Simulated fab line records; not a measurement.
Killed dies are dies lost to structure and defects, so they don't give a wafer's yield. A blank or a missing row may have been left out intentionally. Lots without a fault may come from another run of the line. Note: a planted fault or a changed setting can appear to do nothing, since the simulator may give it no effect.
The tool behind it: which one? / flow sky130 / Sampling: 14 lots, 42 wafers, 4 of 708 route steps

## WHAT THE GAUGES SHOWED, per wafer
SKY_VT_ADJUST_HVTR_OVL_MEAS_08. Usual: VT_ADJUST_HVTR_OVL typically reads 0.3 nm, with standard deviation 1.3.
lot=L266; measured=day 9 20:14; on=overlay-02; VT_ADJUST_HVTR_OVL (nm)=-2.1 0.4 0.5; flag=
lot=L267; measured=day 9 23:53; on=overlay-02; VT_ADJUST_HVTR_OVL (nm)=0.8 1.3 1.2; flag=
lot=L268; measured=day 10 08:25; on=overlay-01; VT_ADJUST_HVTR_OVL (nm)=-1.8 -1.7 -1.7; flag=
lot=L269; measured=day 10 12:41; on=overlay-02; VT_ADJUST_HVTR_OVL (nm)=-1.2 1.5 1.3; flag=
lot=L271; measured=day 11 07:20; on=overlay-02; VT_ADJUST_HVTR_OVL (nm)=2.9 -0.3 1.6; flag=
lot=L270; measured=day 11 08:29; on=overlay-01; VT_ADJUST_HVTR_OVL (nm)=0.7 -0.8 -1.1; flag=
lot=L272; measured=day 11 16:17; on=overlay-02; VT_ADJUST_HVTR_OVL (nm)=0.6 0.2 -1.5; flag=
lot=L273; measured=day 11 22:22; on=overlay-02; VT_ADJUST_HVTR_OVL (nm)=-1.7 -1.6 -1.7; flag=
lot=L275; measured=day 12 10:59; on=overlay-02; VT_ADJUST_HVTR_OVL (nm)=2.4 2.4 2.6; flag=
lot=L282; measured=day 14 15:14; on=overlay-01; VT_ADJUST_HVTR_OVL (nm)=1.4 0.3 2.8; flag=
lot=L283; measured=day 14 22:55; on=overlay-02; VT_ADJUST_HVTR_OVL (nm)=-1.3 2.2 1.6; flag=
lot=L284; measured=day 15 08:58; on=overlay-02; VT_ADJUST_HVTR_OVL (nm)=0.9 2.2 0.3; flag=
lot=L287; measured=day 16 03:29; on=overlay-01; VT_ADJUST_HVTR_OVL (nm)=-0.7 -1.4 -0.7; flag=
lot=L288; measured=day 16 11:07; on=overlay-02; VT_ADJUST_HVTR_OVL (nm)=0.6 -0.3 -1.9; flag=

SKY_SD_P_CD_MEAS_07 targets a cd of 380 nm. Usual: cd nm 379.6 nm, standard deviation 2.5.
lot=L266; measured=day 25 20:38; on=cd sem-02; cd nm (nm)=380.9 380.9 380.8; flag=
lot=L267; measured=day 26 00:19; on=cd sem-01; cd nm (nm)=378.9 378.9 378.3; flag=
lot=L268; measured=day 26 15:26; on=cd sem-02; cd nm (nm)=381.8 384.5 379.6; flag=
lot=L269; measured=day 26 20:26; on=cd sem-02; cd nm (nm)=372.6 373.1 374.6; flag=
lot=L271; measured=day 27 14:04; on=cd sem-01; cd nm (nm)=376.6 379.6 378.9; flag=
lot=L270; measured=day 27 21:46; on=cd sem-01; cd nm (nm)=381.9 380.5 382.4; flag=
lot=L272; measured=day 28 05:46; on=cd sem-02; cd nm (nm)=379.5 381.3 379.8; flag=
lot=L273; measured=day 28 10:58; on=cd sem-01; cd nm (nm)=380.5 380.3 380.1; flag=
lot=L275; measured=day 29 04:36; on=cd sem-01; cd nm (nm)=376.1 378.0 375.6; flag=
lot=L282; measured=day 31 10:35; on=cd sem-02; cd nm (nm)=379.1 379.1 375.5; flag=
lot=L283; measured=day 31 18:32; on=cd sem-02; cd nm (nm)=374.2 376.2 375.5; flag=
lot=L284; measured=day 32 01:05; on=cd sem-01; cd nm (nm)=381.5 380.6 380.1; flag=
lot=L287; measured=day 32 20:49; on=cd sem-02; cd nm (nm)=376.6 379.3 377.9; flag=
lot=L288; measured=day 33 02:29; on=cd sem-01; cd nm (nm)=379.8 377.3 380.7; flag=

SKY_SD_N_RS_MEAS_17: measures by four-point-probe. Usual: SD_P_RS typically reads 146.9 ohm/sq, with standard deviation 0.41.
lot=L266; measured=day 28 07:34; on=film metro-04; SD_P_RS (ohm/sq)=147.3 146.9 147.1; flag=
lot=L267; measured=day 28 11:11; on=film metro-01; SD_P_RS (ohm/sq)=147.1 147.0 147.1; flag=
lot=L268; measured=day 29 03:07; on=film metro-01; SD_P_RS (ohm/sq)=146.6 147.0 146.9; flag=
lot=L269; measured=day 29 07:26; on=film metro-04; SD_P_RS (ohm/sq)=146.7 146.4 146.7; flag=
lot=L271; measured=day 29 23:43; on=film metro-02; SD_P_RS (ohm/sq)=146.8 147.0 146.8; flag=
lot=L270; measured=day 30 07:22; on=film metro-04; SD_P_RS (ohm/sq)=146.2 146.8 146.4; flag=
lot=L272; measured=day 30 14:49; on=film metro-04; SD_P_RS (ohm/sq)=147.2 146.7 147.1; flag=
lot=L273; measured=day 30 20:38; on=film metro-02; SD_P_RS (ohm/sq)=146.6 146.4 146.6; flag=
lot=L275; measured=day 31 13:16; on=film metro-02; SD_P_RS (ohm/sq)=148.0 147.7 147.4; flag=
lot=L282; measured=day 33 17:17; on=film metro-04; SD_P_RS (ohm/sq)=146.8 146.9 147.0; flag=
lot=L283; measured=day 34 01:53; on=film metro-01; SD_P_RS (ohm/sq)=146.6 146.9 146.9; flag=
lot=L284; measured=day 34 07:26; on=film metro-04; SD_P_RS (ohm/sq)=146.7 146.9 146.8; flag=
lot=L287; measured=day 35 03:34; on=film metro-01; SD_P_RS (ohm/sq)=147.2 147.1 146.8; flag=
lot=L288; measured=day 35 08:32; on=film metro-01; SD_P_RS (ohm/sq)=147.2 147.5 147.8; flag=

## WHICH TOOL RAN EACH LOT (tool, then ch and the chambers of the sampled wafers, then the start)
lot=L266; SKY_NWELL_DEVELOP_22=litho track-01 ch 0, day 5 16:00
lot=L267; SKY_NWELL_DEVELOP_22=litho track-03 ch 0, day 5 19:00
lot=L268; SKY_NWELL_DEVELOP_22=litho track-04 ch 0, day 6 02:00
lot=L269; SKY_NWELL_DEVELOP_22=litho track-04 ch 0, day 6 05:00
lot=L271; SKY_NWELL_DEVELOP_22=litho track-01 ch 0, day 6 21:00
lot=L270; SKY_NWELL_DEVELOP_22=litho track-03 ch 0, day 6 22:00
lot=L272; SKY_NWELL_DEVELOP_22=litho track-03 ch 0, day 7 05:00
lot=L273; SKY_NWELL_DEVELOP_22=litho track-01 ch 0, day 7 10:00
lot=L275; SKY_NWELL_DEVELOP_22=litho track-03 ch 0, day 7 19:00
lot=L282; SKY_NWELL_DEVELOP_22=litho track-03 ch 0, day 9 14:00
lot=L283; SKY_NWELL_DEVELOP_22=litho track-03 ch 0, day 9 18:00
lot=L284; SKY_NWELL_DEVELOP_22=litho track-03 ch 0, day 10 03:00
lot=L287; SKY_NWELL_DEVELOP_22=litho track-04 ch 0, day 10 17:00
lot=L288; SKY_NWELL_DEVELOP_22=litho track-04 ch 0, day 11 01:00
- SKY_NWELL_DEVELOP_22: develop time 60 s.

## WHAT THE TOOLS THEMSELVES READ (means of the sampled wafers that have a number; where no wafer has one, the mark that the record gives instead)
SKY_NWELL_DEVELOP_22. Usual: chill plate temp C 22.98 C, standard deviation 0.1; developer temp C 23.01 C, standard deviation 0.12.
lot=L266; tool=litho track-01; chill plate temp C (C)=22.92; developer temp C (C)=23.02; flag=
lot=L267; tool=litho track-03; chill plate temp C (C)=23.10; developer temp C (C)=23.02; flag=
lot=L268; tool=litho track-04; chill plate temp C (C)=22.98; developer temp C (C)=22.82; flag=
lot=L269; tool=litho track-04; chill plate temp C (C)=22.96; developer temp C (C)=22.86; flag=
lot=L271; tool=litho track-01; chill plate temp C (C)=22.90; developer temp C (C)=22.90; flag=
lot=L270; tool=litho track-03; chill plate temp C (C)=23.02; developer temp C (C)=22.91; flag=
lot=L272; tool=litho track-03; chill plate temp C (C)=22.91; developer temp C (C)=23.00; flag=
lot=L273; tool=litho track-01; chill plate temp C (C)=22.97; developer temp C (C)=23.02; flag=
lot=L275; tool=litho track-03; chill plate temp C (C)=22.92; developer temp C (C)=22.98; flag=
lot=L282; tool=litho track-03; chill plate temp C (C)=22.92; developer temp C (C)=25.27; flag=OFF
lot=L283; tool=litho track-03; chill plate temp C (C)=23.06; developer temp C (C)=25.38; flag=OFF
lot=L284; tool=litho track-03; chill plate temp C (C)=22.83; developer temp C (C)=25.39; flag=OFF
lot=L287; tool=litho track-04; chill plate temp C (C)=22.96; developer temp C (C)=22.95; flag=
lot=L288; tool=litho track-04; chill plate temp C (C)=23.04; developer temp C (C)=22.91; flag=

## THE ANSWER, worked out from the rows above alone
Rule: a lot is off if the mean of its wafers that have a number lies more than 3 standard deviations from the usual mean. A lot without any number at a reading at which 4 lots or more have one is off too. All remaining lots with rows at the step are treated as sound. After the gauges, taken in route order, come the tools' own readings; for these a lot's mean is taken, as printed above. The first step at which some lot is off is used, and at that step the reading that is off furthest; a lot without a number counts as furthest.
Off, at SKY_NWELL_DEVELOP_22 on developer temp C: L282, L283, L284.
If a tool, at that step or one of the process steps before it, ran each lot that is off and ran no sound lot following the first of them, it fits. One fits: SKY_NWELL_DEVELOP_22 on litho track-03. Its last sound lot is L275 (day 7 19:00), its first lot that is off L282 (day 9 14:00): a fault that began between those two fits.
On the lots that are off, the tool's own readings at SKY_NWELL_DEVELOP_22 differ by more than 5 times the standard deviation of the sound lots' means, which bears it out; developer temp C reads 25.35 C there versus 22.94 C on the sound lots.

## WHAT THE SIMULATOR HAD PUT IN
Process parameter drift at SKY_NWELL_DEVELOP_22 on litho track-03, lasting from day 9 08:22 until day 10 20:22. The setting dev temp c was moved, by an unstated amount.
Lots struck among those shown: L282, L283, L284. The rule above found the same.
